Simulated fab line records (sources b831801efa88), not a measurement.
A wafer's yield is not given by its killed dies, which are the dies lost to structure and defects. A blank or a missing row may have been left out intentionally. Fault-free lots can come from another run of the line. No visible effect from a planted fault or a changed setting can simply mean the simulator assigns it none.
Chamber matching ; flow sky130 ; 4 sister chambers for SKY_VIA4_CMP_21 on cmp-01
The step polishes, stops on SiO2, t overpolish 25 s, target thk 0 nm. 4 wafers are shown with their chamber, then 10 later ones without.

## WAFERS WITH THEIR CHAMBER
wafer;chamber;motor_current_A (A)
L193.2;1;13.6
L202.3;2;11.7
L204.3;3;9.8
L204.4;0;12.2

## WAFERS MISSING THEIR CHAMBER
wafer;motor_current_A (A)
L204.5;12.0
L207.3;13.3
L207.4;12.8
L207.5;13.1
L206.3;11.3
L206.5;12.2
L206.6;13.6
L210.1;13.5
L210.2;11.8
L210.6;9.8

## THE CHAMBER EACH PASSED THROUGH
wafer;from the rows above;in truth
L204.5;can't be placed: 0 or 2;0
L207.3;1;1
L207.4;can't be placed: 0 or 1 or 2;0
L207.5;can't be placed: 1 or 0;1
L206.3;can't be placed: 2 or 0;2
L206.5;can't be placed: 0 or 2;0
L206.6;1;1
L210.1;1;1
L210.2;can't be placed: 2 or 0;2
L210.6;3;3
Correctly placed: 4 of 10. Cannot be placed on the basis of these rows: 6; the candidates contain the true chamber in 6. 0 placed wrongly.
How it was worked out, from the rows above alone: a wafer's distance from a chamber is the root of the sum, over the readings, of the square of ((its reading less the chamber's mean) divided by the reading's scatter). If the next closest chamber is less than 2 further off than the closest, the wafer can't be placed; otherwise it belongs to the closest. Each chamber's mean is taken over the wafers shown for it. The scatter: root of mean squared gap, hidden wafer to nearest shown wafer, with one shown wafer a chamber.
